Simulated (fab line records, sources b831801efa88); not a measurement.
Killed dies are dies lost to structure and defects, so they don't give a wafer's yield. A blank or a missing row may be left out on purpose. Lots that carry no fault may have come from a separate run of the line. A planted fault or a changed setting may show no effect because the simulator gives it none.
One fault through the eyes of 2 desks || flow gf180mcu || each desk holds nothing but its own numbers, with what lay behind them at the end

== FROM THE METROLOGY DESK ==
What the gauges read, lot by lot, whatever tool the lot ran on: means of the sampled wafers that have a number. Marked OUT: a lot whose mean sits more than 4 standard deviations from the usual mean, which makes it out of limits; the brackets give that distance.
Columns: A = cd nm at GF_M2_CD_MEAS_14, usual 279.8 nm
{"lot": "L377", "first seen here": "day 19 03:53", "A": 280.2}
{"lot": "L378", "first seen here": "day 19 09:18", "A": 278.5}
{"lot": "L379", "first seen here": "day 20 02:40", "A": 278.8}
{"lot": "L382", "first seen here": "day 20 23:57", "A": 280.4}
{"lot": "L384", "first seen here": "day 22 00:59", "A": 281.2}
{"lot": "L385", "first seen here": "day 22 06:11", "A": 279.2}
{"lot": "L386", "first seen here": "day 22 09:28", "A": 278.9}
{"lot": "L387", "first seen here": "day 23 03:02", "A": 278.1}
{"lot": "L388", "first seen here": "day 23 08:09", "A": 280.9}
{"lot": "L390", "first seen here": "day 24 03:19", "A": 278.8}
{"lot": "L395", "first seen here": "day 25 22:46", "A": 279.6}
{"lot": "L396", "first seen here": "day 26 03:34", "A": 279.1}
{"lot": "L399", "first seen here": "day 26 21:54", "A": 280.2}
This desk's verdict: no lot among the 13 shows anything out of limits.

== DESK OF THE TOOL OWNER: litho track-02 ==
The tool's own readings at GF_VT_IMPLANT_DEVELOP_28 (develop time 60 s): means of the sampled wafers that have a number, for each lot that ran on this tool. Marked OUT: a lot whose mean sits more than 4 standard deviations from the usual mean, which makes it out of limits; the brackets give that distance.
Columns: A = developer temp C at GF_VT_IMPLANT_DEVELOP_28, usual 23.00 C
{"lot": "L386", "first seen here": "day 9 06:18", "A": 23.06}
{"lot": "L387", "first seen here": "day 9 17:41", "A": 23.10}
{"lot": "L388", "first seen here": "day 9 20:15", "A": 22.96}
{"lot": "L390", "first seen here": "day 10 08:51", "A": 23.07}
{"lot": "L396", "first seen here": "day 12 03:30", "A": "20.68 (-26) OUT"}
{"lot": "L399", "first seen here": "day 12 22:45", "A": "20.75 (-25) OUT"}
This desk's verdict: out of limits on L396, L399, starting with L396 at day 12 03:30 (developer temp C at GF_VT_IMPLANT_DEVELOP_28). Within limits: L386, L387, L388, L390.

== ALL TOGETHER ==
On L396, L399, at day 12 03:30, an alarm was possible from the tool owner's desk.
From the metrology desk's view, nothing was out of limits.
The metrology desk holds a record of L396, L399, inside its limits.
Of the lots named, all ran GF_VT_IMPLANT_DEVELOP_28 on litho track-02.

== WHAT WAS PUT IN BY THE SIMULATOR ==
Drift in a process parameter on litho track-02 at GF_VT_IMPLANT_DEVELOP_28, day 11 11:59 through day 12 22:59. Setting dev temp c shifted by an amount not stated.
Struck lots among those shown: L396, L399.
Time in hours from fault onset to the first out-of-limits reading at each desk: the tool owner's desk, 16.
